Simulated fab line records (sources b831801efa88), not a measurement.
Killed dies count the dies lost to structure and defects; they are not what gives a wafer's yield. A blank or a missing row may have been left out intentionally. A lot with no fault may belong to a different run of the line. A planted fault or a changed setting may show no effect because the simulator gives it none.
Matching of chambers :: flow sky130 :: 4 sister chambers for SKY_VIA1_CMP_24 on cmp-02
The step polishes, stops on SiO2, t overpolish 15 s, target thk 0 nm. 8 wafers are shown with their chamber, then 7 later ones without.

## EACH WAFER AND ITS CHAMBER
wafer: L308.4
chamber: 2
motorCurrentA (A): 9.9
overpolishRunS (s): 15.009

wafer: L310.3
chamber: 1
motorCurrentA (A): 10.7
overpolishRunS (s): 15.004

wafer: L310.6
chamber: 3
motorCurrentA (A): 11.0
overpolishRunS (s): 15.002

wafer: L314.1
chamber: 0
motorCurrentA (A): 10.1
overpolishRunS (s): 15.001

wafer: L314.2
chamber: 1
motorCurrentA (A): 10.5
overpolishRunS (s): 15.006

wafer: L314.6
chamber: 3
motorCurrentA (A): 11.0
overpolishRunS (s): 15.000

wafer: L317.1
chamber: 0
motorCurrentA (A): 10.1
overpolishRunS (s): 14.989

wafer: L317.3
chamber: 2
motorCurrentA (A): 10.1
overpolishRunS (s): 15.004

## WAFERS MISSING THEIR CHAMBER
wafer: L317.5
motorCurrentA (A): 11.6
overpolishRunS (s): 15.004

wafer: L318.1
motorCurrentA (A): 11.0
overpolishRunS (s): 14.988

wafer: L318.3
motorCurrentA (A): 11.4
overpolishRunS (s): 15.009

wafer: L318.4
motorCurrentA (A): 10.0
overpolishRunS (s): 14.995

wafer: L322.1
motorCurrentA (A): 10.4
overpolishRunS (s): 15.007

wafer: L322.2
motorCurrentA (A): 10.4
overpolishRunS (s): 15.015

wafer: L322.3
motorCurrentA (A): 11.1
overpolishRunS (s): 14.980

## WHICH CHAMBER EACH ONE RAN IN
wafer: L317.5
from the rows above: 3
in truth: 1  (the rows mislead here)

wafer: L318.1
from the rows above: 3
in truth: 3

wafer: L318.3
from the rows above: 3
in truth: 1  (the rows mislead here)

wafer: L318.4
from the rows above: can't be placed: 0 or 2
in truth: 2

wafer: L322.1
from the rows above: can't be placed: 1 or 0 or 2
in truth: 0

wafer: L322.2
from the rows above: can't be placed: 1 or 2
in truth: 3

wafer: L322.3
from the rows above: 3
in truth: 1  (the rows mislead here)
Placed correctly: 1 of 7. Can't be placed from these rows: 3 (the true chamber is among the candidates in 2). Number placed wrongly: 3.
How it was worked out, from the rows above alone: a wafer's distance from a chamber is the root of the sum, over the readings, of the square of ((its reading less the chamber's mean) divided by the reading's scatter). If the next closest chamber is less than 2 further off than the closest, the wafer can't be placed; otherwise it belongs to the closest. A chamber's mean is the mean of its shown wafers. The scatter is the square root of a quotient: the sum, over the shown wafers, of each reading's squared deviation from its chamber's mean, divided by wafers minus chambers.
